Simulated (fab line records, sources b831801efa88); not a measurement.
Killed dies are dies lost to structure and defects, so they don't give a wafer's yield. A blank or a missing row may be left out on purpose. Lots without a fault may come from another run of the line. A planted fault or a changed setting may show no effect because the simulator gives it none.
Which tool did it? | flow sky130 | 14 lots, 42 wafers sampled, at 4 steps of a route of 708

WHAT THE GAUGES READ, wafer by wafer
SKY_FIELD_ISO_THK_MEAS_25. Usual: FIELD_ISO_CVD_24_THK 595 nm, standard deviation 5.6.
lot  | measured    | on            | FIELD_ISO_CVD_24_THK (nm) | flag
L932 | day 2 14:24 | film_metro-04 | 595 600 592               |
L938 | day 3 19:56 | film_metro-01 | 595 603 607               |
L942 | day 4 17:58 | film_metro-01 | 587 594 599               |
L944 | day 5 02:17 | film_metro-04 | 594 590 590               |
L945 | day 5 06:31 | film_metro-03 | 597 593 596               |
L946 | day 5 13:29 | film_metro-04 | 590 594 590               |
L947 | day 5 20:54 | film_metro-03 | 602 598 590               |
L948 | day 6 03:38 | film_metro-03 | 605 608 606               |
L949 | day 6 04:47 | film_metro-03 | 591 587 593               |
L950 | day 6 11:22 | film_metro-04 | 595 588 597               |
L951 | day 6 15:29 | film_metro-01 | 588 592 594               |
L952 | day 6 19:31 | film_metro-01 | 601 595 588               |
L953 | day 7 03:58 | film_metro-03 | 606 600 606               |
L954 | day 7 06:59 | film_metro-04 | 587 584 602               |

SKY_DNWELL_TW_MEAS_09. Usual: DNWELL_TW 1107, standard deviation 13.
lot  | measured    | on            | DNWELL_TW      | flag
L932 | day 3 10:18 | film_metro-04 | 1126 1123 1120 |
L938 | day 4 17:39 | film_metro-03 | 1109 1110 1112 |
L942 | day 5 15:28 | film_metro-04 | 1124 1122 1122 |
L944 | day 6 01:53 | film_metro-03 | 1120 1117 1119 |
L945 | day 6 06:54 | film_metro-02 | 1091 1094 1085 |
L946 | day 6 12:38 | film_metro-02 | 1098 1098 1095 |
L947 | day 6 19:04 | film_metro-02 | 1095 1092 1091 |
L948 | day 7 04:57 | film_metro-04 | 1121 1119 1121 |
L949 | day 7 05:05 | film_metro-02 | 1093 1090 1085 |
L950 | day 7 12:35 | film_metro-04 | 1127 1118 1116 |
L951 | day 7 16:47 | film_metro-03 | 1101 1100 1101 |
L952 | day 7 20:23 | film_metro-02 | 1091 1088 1099 |
L953 | day 8 04:19 | film_metro-03 | 1103 1107 1100 |
L954 | day 8 07:47 | film_metro-03 | 1109 1112 1110 |

SKY_NWELL_OVL_MEAS_23. Usual: NWELL_01_OVL 0.7 nm, standard deviation 1.3.
lot  | measured     | on         | NWELL_01_OVL (nm) | flag
L932 | day 5 12:26  | overlay-01 | 0.1 0.3 1.8       |
L938 | day 7 01:14  | overlay-02 | 2.5 2.9 2.4       |
L942 | day 8 00:44  | overlay-02 | -1.6 -1.4 -0.2    |
L944 | day 8 14:03  | overlay-01 | 0.9 -1.1 1.0      |
L945 | day 8 19:50  | overlay-01 | 0.5 -1.5 -0.1     |
L946 | day 9 00:26  | overlay-01 | -1.3 1.3 0.0      |
L947 | day 9 09:40  | overlay-02 | 0.5 2.1 1.4       |
L948 | day 10 00:02 | overlay-02 | -0.3 -0.3 0.9     |
L949 | day 9 20:35  | overlay-01 | -1.1 -0.3 -1.0    |
L950 | day 10 04:11 | overlay-02 | 0.9 1.3 0.9       |
L951 | day 10 08:50 | overlay-02 | 1.2 -0.4 0.3      |
L952 | day 10 15:04 | overlay-02 | 1.9 2.9 -1.1      |
L953 | day 10 21:48 | overlay-01 | 3.7 4.6 2.0       |
L954 | day 11 03:05 | overlay-01 | 1.3 1.0 1.1       |

WHICH TOOL RAN EACH LOT (tool, then ch and the chambers of the sampled wafers, then the start)
lot  | SKY_FIELD_ISO_DEVELOP_12
L932 | litho_track-01 ch 0, day 2 11:00
L938 | litho_track-04 ch 0, day 3 17:00
L942 | litho_track-04 ch 0, day 4 13:00
L944 | litho_track-01 ch 0, day 5 00:00
L945 | litho_track-03 ch 0, day 5 03:00
L946 | litho_track-03 ch 0, day 5 11:00
L947 | litho_track-03 ch 0, day 5 18:00
L948 | litho_track-03 ch 0, day 5 23:00
L949 | litho_track-01 ch 0, day 6 02:00
L950 | litho_track-01 ch 0, day 6 08:00
L951 | litho_track-01 ch 0, day 6 12:00
L952 | litho_track-04 ch 0, day 6 17:00
L953 | litho_track-01 ch 0, day 7 01:00
L954 | litho_track-04 ch 0, day 7 04:00
- SKY_FIELD_ISO_DEVELOP_12: develop time 60 s.

WHAT THE TOOLS THEMSELVES READ (means of the sampled wafers that have a number; where no wafer has one, the mark that the record gives instead)
SKY_FIELD_ISO_DEVELOP_12. Usual: developer_temp_C 21.01 C, standard deviation 0.11.
lot  | tool           | developer_temp_C (C) | flag
L932 | litho_track-01 | 21.01                |
L938 | litho_track-04 | 20.38                | OFF
L942 | litho_track-04 | 20.09                | OFF
L944 | litho_track-01 | 21.04                |
L945 | litho_track-03 | 21.01                |
L946 | litho_track-03 | 20.99                |
L947 | litho_track-03 | 20.94                |
L948 | litho_track-03 | 21.16                |
L949 | litho_track-01 | 21.03                |
L950 | litho_track-01 | 21.03                |
L951 | litho_track-01 | 20.89                |
L952 | litho_track-04 | 21.01                |
L953 | litho_track-01 | 20.99                |
L954 | litho_track-04 | 20.98                |

THE ANSWER, worked out from the rows above alone
Rule: a lot is off if the mean of its wafers that have a number lies more than 3 standard deviations from the usual mean. A lot without any number at a reading at which 4 lots or more have one is off too. The other lots that the step has rows for count as sound. The gauges are gone through in route order, then the tools' own readings, and for those a lot's mean is taken as printed above. The first step at which some lot is off is used, and at that step the reading that is off furthest; a lot without a number counts as furthest.
Off: L938, L942, at SKY_FIELD_ISO_DEVELOP_12 (developer_temp_C).
A tool fits if, at that step or a process step before it, it ran every lot that is off, and no sound lot after the first of them. None of those tried fits.

WHAT THE SIMULATOR HAD PUT IN
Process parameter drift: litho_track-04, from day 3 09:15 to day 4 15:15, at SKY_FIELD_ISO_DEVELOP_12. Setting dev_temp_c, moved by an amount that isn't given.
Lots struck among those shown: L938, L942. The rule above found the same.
